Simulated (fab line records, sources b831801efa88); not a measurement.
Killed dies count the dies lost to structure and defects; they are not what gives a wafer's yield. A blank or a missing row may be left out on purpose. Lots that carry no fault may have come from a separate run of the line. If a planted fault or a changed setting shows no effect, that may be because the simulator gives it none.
Which tool did it? ; flow gf180mcu ; 42 wafers from 14 lots sampled at 3 of the route's 602 steps

WHAT EACH GAUGE READ, for each wafer
GF_V1_THK_MEAS_01. Usual: V1_CVD_00_THK 600 nm, standard deviation 5.9.
lot;measured;on;V1_CVD_00_THK (nm);flag
L467;day 17 19:14;film metro-03;608 609 608;
L469;day 18 14:10;film metro-02;606 602 605;
L470;day 18 19:52;film metro-01;602 601 593;
L471;day 18 21:59;film metro-01;607 600 606;
L472;day 19 11:35;film metro-03;594 598 592;
L473;day 19 19:23;film metro-03;596 589 597;
L476;day 21 05:40;film metro-02;595 597 598;
L482;day 22 23:21;film metro-03;592 596 590;
L483;day 23 10:41;film metro-02;599 589 588;
L485;day 24 07:13;film metro-02;605 605 603;
L486;day 24 08:56;film metro-02;601 600 602;
L487;day 24 17:27;film metro-01;611 613 609;
L488;day 25 00:43;film metro-01;606 599 599;
L489;day 25 07:39;film metro-02;605 603 596;

GF_V1_THK_MEAS_03. Usual: V1_CVD_02_THK 849 nm, standard deviation 11.
lot;measured;on;V1_CVD_02_THK (nm);flag
L467;day 17 19:22;film metro-02;845 837 857;
L469;day 18 14:20;film metro-03;819 839 841;
L470;day 18 19:59;film metro-03;849 875 869;
L471;day 18 22:07;film metro-01;847 857 856;
L472;day 19 11:43;film metro-02;859 872 862;
L473;day 19 19:32;film metro-03;847 864 868;
L476;day 21 05:47;film metro-03;846 845 865;
L482;day 22 23:29;film metro-03;838 828 848;
L483;day 23 10:49;film metro-03;811 832 832;
L485;day 24 07:21;film metro-03;844 833 853;
L486;day 24 09:04;film metro-03;831 832 834;
L487;day 24 17:35;film metro-02;840 842 850;
L488;day 25 00:50;film metro-02;845 830 850;
L489;day 25 07:47;film metro-03;845 845 871;

GF_V1_BOW_MEAS_05. Usual: V1_BOW 82 um, standard deviation 6.3.
lot;measured;on;V1_BOW (um);flag
L467;day 17 19:44;film metro-03;80 83 86;
L469;day 18 14:42;film metro-01;71 75 83;
L470;day 18 20:21;film metro-02;76 75 77;
L471;day 18 22:29;film metro-02;81 74 77;
L472;day 19 12:04;film metro-03;90 78 86;
L473;day 19 19:55;film metro-01;74 79 80;
L476;day 21 06:10;film metro-02;85 71 84;
L482;day 22 23:50;film metro-02;85 84 88;
L483;day 23 11:11;film metro-03;88 81 85;
L485;day 24 07:43;film metro-03;92 91 85;
L486;day 24 09:38;film metro-01;84 73 72;
L487;day 24 17:56;film metro-01;91 83 88;
L488;day 25 01:12;film metro-03;78 78 94;
L489;day 25 08:08;film metro-02;78 82 78;

WHICH TOOL RAN EACH LOT (tool, then ch and the chambers of the sampled wafers, then the start)
There is no process step in the record ahead of these readings.

WHAT THE TOOLS THEMSELVES READ (means of the sampled wafers that have a number; where no wafer has one, the mark that the record gives instead)
The record holds no such reading with a usual standard deviation.

THE ANSWER, worked out from the rows above alone
Rule: a lot is off if the mean of its wafers that have a number lies more than 3 standard deviations from the usual mean. A lot without any number at a reading at which 4 lots or more have one is off too. All remaining lots with rows at the step are treated as sound. The gauges are gone through in route order, then the tools' own readings, and for those a lot's mean is taken as printed above. At the first step where some lot is off, the reading lying furthest off is the one used; lots without a number count as furthest.
No lot is off on any of the readings shown, so nothing can be concluded from this.

WHAT THE SIMULATOR HAD INSERTED
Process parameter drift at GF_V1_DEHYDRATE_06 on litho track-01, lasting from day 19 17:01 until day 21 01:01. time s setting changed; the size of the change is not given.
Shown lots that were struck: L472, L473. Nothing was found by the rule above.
